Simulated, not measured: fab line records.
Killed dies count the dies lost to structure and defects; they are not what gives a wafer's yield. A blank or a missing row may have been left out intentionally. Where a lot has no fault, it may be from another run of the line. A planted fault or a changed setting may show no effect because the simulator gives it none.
Problem report, 8D (eight disciplines) form, completed by code | flow sky130 | the parts of the form that need people (team, actions taken, sign-off) are left out

## 1. WHAT IS WRONG
VT_ADJUST_LVTN_TW at SKY_VT_ADJUST_LVTN_TW_MEAS_10 reads a mean of 30 on 6 wafers of 2 lots; wafers without a fault read 242 with a standard deviation of 4.3. That is -49 standard deviations from the usual mean.
Earliest sighting: wafer L723.2 on film-metro-04 at day 11 07:38. The record holds 42 wafers of 14 lots with a number at this step. By rule, "out" or "out of limits" means more than 4 standard deviations away from the usual mean. All remaining wafers that have a number are taken as sound.

## 2. WHAT IT IS, AND WHAT IT ISN'T
question                    | is                     | is not
which readings at this step | VT_ADJUST_LVTN_TW      | -
which lots                  | L723, L724             | L707, L708, L709, L710, L711, L714, L715, L725, L726, L727, L729, L730
which wafers of those lots  | all that have a number | -
read on which gauges        | film-metro-04          | film-metro-01, film-metro-03
when                        | from day 11 07:38      | up to then (21 sound wafers); but 15 sound wafers of L725, L726, L727, L729, L730 came after

## 3. WHAT RULES OUT EACH SUSPECT
Counting: a tool stays on the suspect list if, at a process step up to the reading, it processed all lots that are out and no sound lot following the first of them.
- the gauge at SKY_VT_ADJUST_LVTN_TW_MEAS_10: ruled out. All the wafers that are out were read on film-metro-04, but those of them that SKY_VT_ADJUST_LVTN_STRIP_09 has rows for are out there too, on other tools.
- plasma-asher-02 at SKY_VT_ADJUST_HVTP_STRIP_10 (strips in O2/N2): ruled out as a lasting fault. The sound lots L726, L730 went through it after L723, its earliest lot that is out (day 10 08:10).
Left after counting: nothing in the record.

## 4. THE CAUSE (what the simulator had put in)
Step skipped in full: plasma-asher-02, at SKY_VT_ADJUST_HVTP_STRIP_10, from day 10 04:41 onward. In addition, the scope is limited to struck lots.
It was ruled out by counting, in error; the rule expects a fault to strike all lots run on its tool from its start on, and this fault did not.

## 5. THE CHAIN OF EFFECTS, in route order
Each row: a reading whose mean over the struck wafers that have a number lies more than 3 standard deviations from the usual. Only readings for which the record gives a usual standard deviation are gone through. hours: the time from each lot's start at the first step in this table that gives one to its start at this step, as a median over the lots. sigmas: the change in usual standard deviations.
hours | step                          | reading                  | usual   | on struck wafers | change | sigmas
0     | SKY_VT_ADJUST_LVTN_STRIP_09   | strip-time-to-endpoint-s | 36.95 s | 53.93            | +16.98 | +99 or more
0     | SKY_VT_ADJUST_LVTN_TW_MEAS_10 | VT_ADJUST_LVTN_TW        | 242     | 30               | -212   | -49
It contains these process steps:
- SKY_VT_ADJUST_LVTN_STRIP_09: strips in O2/N2.
Readings that are blank on the struck wafers while sound wafers have them: chamber-pressure-mTorr at SKY_VT_ADJUST_HVTP_STRIP_10; drypump-motor-current-A at SKY_VT_ADJUST_HVTP_STRIP_10; oes-product-au at SKY_VT_ADJUST_HVTP_STRIP_10; strip-time-to-endpoint-s at SKY_VT_ADJUST_HVTP_STRIP_10.

## 6. WHAT WOULD HAVE CAUGHT IT SOONER
Counted from the fault's start at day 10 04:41, it took 27 hours until the first out-of-limits reading at a measuring or inspecting step in this record, taken at day 11 07:38.
At SKY_VT_ADJUST_HVTP_STRIP_10 the tool's readings are blank on the struck wafers, where sound wafers have them: an empty tool record is the first sign, and it was there at once.
